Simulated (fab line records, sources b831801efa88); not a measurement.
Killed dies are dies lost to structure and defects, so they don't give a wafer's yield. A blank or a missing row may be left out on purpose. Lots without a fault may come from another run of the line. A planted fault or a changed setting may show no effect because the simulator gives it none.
Which tool did it? | flow sky130 | 11 lots, 33 wafers sampled, at 3 steps of a route of 708

WHAT THE GAUGES READ, wafer by wafer
SKY_NWELL_TW_MEAS_15.
lot  | measured    | on            | NWELL_TW
L784 | day 4 13:16 | film_metro-02 | 1830 1824 1816
L789 | day 5 17:41 | film_metro-04 | 1837 1834 1829
L790 | day 5 22:52 | film_metro-04 | 1831 1827 1826
L791 | day 6 06:06 | film_metro-03 | 1818 1793 1800
L793 | day 6 16:54 | film_metro-03 | 1817 1828 1816
L794 | day 7 00:00 | film_metro-03 | 1808 1806 1808
L795 | day 7 05:30 | film_metro-03 | 1811 1821 1811
L796 | day 7 09:43 | film_metro-04 | 1820 1818 1819
L797 | day 7 16:51 | film_metro-03 | 1809 1808 1812
L803 | day 9 05:28 | film_metro-02 | 3384 3372 3377
L805 | day 9 14:42 | film_metro-02 | 3358 3379 3393

WHICH TOOL RAN EACH LOT (tool, then ch and the chambers of the sampled wafers, then the start)
lot  | SKY_NWELL_IMPLANT_11           | SKY_NWELL_STRIP_14
L784 | implanter-03 ch 0, day 4 12:44 | plasma_asher-01 ch 0,1, day 4 13:10
L789 | implanter-02 ch 0, day 5 17:08 | plasma_asher-04 ch 0,1, day 5 17:34
L790 | implanter-03 ch 0, day 5 22:21 | plasma_asher-03 ch 0,1, day 5 22:47
L791 | implanter-02 ch 0, day 6 05:33 | plasma_asher-04 ch 0,1, day 6 06:00
L793 | implanter-03 ch 0, day 6 16:21 | plasma_asher-03 ch 0,1, day 6 16:48
L794 | implanter-02 ch 0, day 6 23:27 | plasma_asher-04 ch 0,1, day 6 23:54
L795 | implanter-03 ch 0, day 7 04:57 | plasma_asher-04 ch 0,1, day 7 05:24
L796 | implanter-03 ch 0, day 7 09:10 | plasma_asher-04 ch 1, day 7 09:37
L797 | implanter-01 ch 0, day 7 16:18 | plasma_asher-01 ch 0,1, day 7 16:45
L803 | implanter-02 ch 0, day 9 04:55 | plasma_asher-04 ch 0,1, day 9 05:22
L805 | implanter-02 ch 0, day 9 14:11 | plasma_asher-03 ch 0,1, day 9 14:36
- SKY_NWELL_IMPLANT_11
- SKY_NWELL_STRIP_14: strips in O2/N2.

THE ANSWER, worked out from the rows above alone
Rule: what is usual is taken from the lots themselves. Put in order of their means at a reading, lots are off if they are a third of the lots or fewer, leave a main group of 4 or more, and stand apart from it by a gap of 3 or more times the standard deviation of the main group's means; of several such gaps the widest counts. A main group whose means are all the same, to the digits that the tables above print for the reading, isn't used. A lot without any number at a reading at which 4 lots or more have one is off too. The other lots that the step has rows for count as sound.
Off: L803, L805, at SKY_NWELL_TW_MEAS_15 (NWELL_TW). The main group: mean 1818, standard deviation 9.3.
A tool fits if, at a process step before that reading, it ran every lot that is off, and no sound lot after the first of them. The gauges at SKY_NWELL_TW_MEAS_15 are tried like those tools. Can't be told from this: 2 tools fit, implanter-02 at SKY_NWELL_IMPLANT_11, film_metro-02 at SKY_NWELL_TW_MEAS_15.

WHAT THE SIMULATOR HAD PUT IN
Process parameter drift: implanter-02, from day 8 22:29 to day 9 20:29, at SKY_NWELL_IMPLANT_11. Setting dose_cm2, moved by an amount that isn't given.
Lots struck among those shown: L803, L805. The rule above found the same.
